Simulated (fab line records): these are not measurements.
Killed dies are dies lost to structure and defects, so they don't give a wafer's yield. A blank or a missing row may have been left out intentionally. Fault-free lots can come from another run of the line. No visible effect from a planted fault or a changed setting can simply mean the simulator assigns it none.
Which tool is to blame? || flow sky130 || 18 wafers from 6 lots sampled at 3 of the route's 708 steps

== WHAT THE GAUGES SHOWED, per wafer ==
SKY_CAPM_THK_MEAS_01.
{"lot": "L217", "measured": "day 36 20:37", "on": "film metro-04", "CAPM_CVD_00_THK (nm)": "15.38 15.41 15.83"}
{"lot": "L220", "measured": "day 37 22:13", "on": "film metro-03", "CAPM_CVD_00_THK (nm)": "15.72 15.65 15.54"}
{"lot": "L224", "measured": "day 39 10:04", "on": "film metro-04", "CAPM_CVD_00_THK (nm)": "15.47 15.94 15.63"}
{"lot": "L226", "measured": "day 39 21:08", "on": "film metro-04", "CAPM_CVD_00_THK (nm)": "15.21 15.25 15.57"}
{"lot": "L235", "measured": "day 42 01:32", "on": "film metro-04", "CAPM_CVD_00_THK (nm)": "26.59 27.00 15.50 26.52 26.97 15.45"}
{"lot": "L237", "measured": "day 42 22:26", "on": "film metro-03", "CAPM_CVD_00_THK (nm)": "15.16 15.21 15.24"}

== WHICH TOOL RAN EACH LOT (tool, then ch and the chambers of the sampled wafers, then the start) ==
{"lot": "L217", "SKY_METAL3_SPUTTER_01": "pvd sputter-03, day 36 20:27", "SKY_CAPM_CVD_00": "pecvd-03 ch 0,1, day 36 20:35"}
{"lot": "L220", "SKY_METAL3_SPUTTER_01": "pvd sputter-02, day 37 22:02", "SKY_CAPM_CVD_00": "pecvd-02 ch 0,1,2, day 37 22:11"}
{"lot": "L224", "SKY_METAL3_SPUTTER_01": "pvd sputter-02, day 39 09:53", "SKY_CAPM_CVD_00": "pecvd-02 ch 0,1,2, day 39 10:02"}
{"lot": "L226", "SKY_METAL3_SPUTTER_01": "pvd sputter-03, day 39 20:58", "SKY_CAPM_CVD_00": "pecvd-03 ch 1,2, day 39 21:06"}
{"lot": "L235", "SKY_METAL3_SPUTTER_01": "pvd sputter-02, day 42 01:23", "SKY_CAPM_CVD_00": "pecvd-03 ch 1,2, day 42 01:31"}
{"lot": "L237", "SKY_METAL3_SPUTTER_01": "pvd sputter-03, day 42 22:16", "SKY_CAPM_CVD_00": "pecvd-04 ch 0,2, day 42 22:23"}
- SKY_METAL3_SPUTTER_01: material TiN, target thk 20 nm, time 16.7 s.
- SKY_CAPM_CVD_00: deposits SiO2, target thk 15.5 nm.

== THE ANSWER, worked out from the rows above alone ==
Rule: usual is defined by the lots themselves. Put in order of their means at a reading, lots are off if they are a third of the lots or fewer, leave a main group of 4 or more, and stand apart from it by a gap of 3 or more times the standard deviation of the main group's means; of several such gaps the widest counts. A main group whose means are all the same, to the digits that the tables above print for the reading, isn't used. Also off: a lot with no number at a reading for which 4 or more lots have one. Any other lot the step has rows for is counted as sound.
Off: L235, seen at SKY_CAPM_THK_MEAS_01 (CAPM_CVD_00_THK). The main group: mean 15.48 nm, standard deviation 0.18.
If a tool, at a process step before that reading, ran all the lots that are off and no sound lot after the first of them, it fits. The gauges at SKY_CAPM_THK_MEAS_01 are tried like those tools. Can't be told from this: 3 tools fit, pvd sputter-02 at SKY_METAL3_SPUTTER_01, pecvd-03 at SKY_CAPM_CVD_00, film metro-04 at SKY_CAPM_THK_MEAS_01.

== WHAT THE SIMULATOR HAD INSERTED ==
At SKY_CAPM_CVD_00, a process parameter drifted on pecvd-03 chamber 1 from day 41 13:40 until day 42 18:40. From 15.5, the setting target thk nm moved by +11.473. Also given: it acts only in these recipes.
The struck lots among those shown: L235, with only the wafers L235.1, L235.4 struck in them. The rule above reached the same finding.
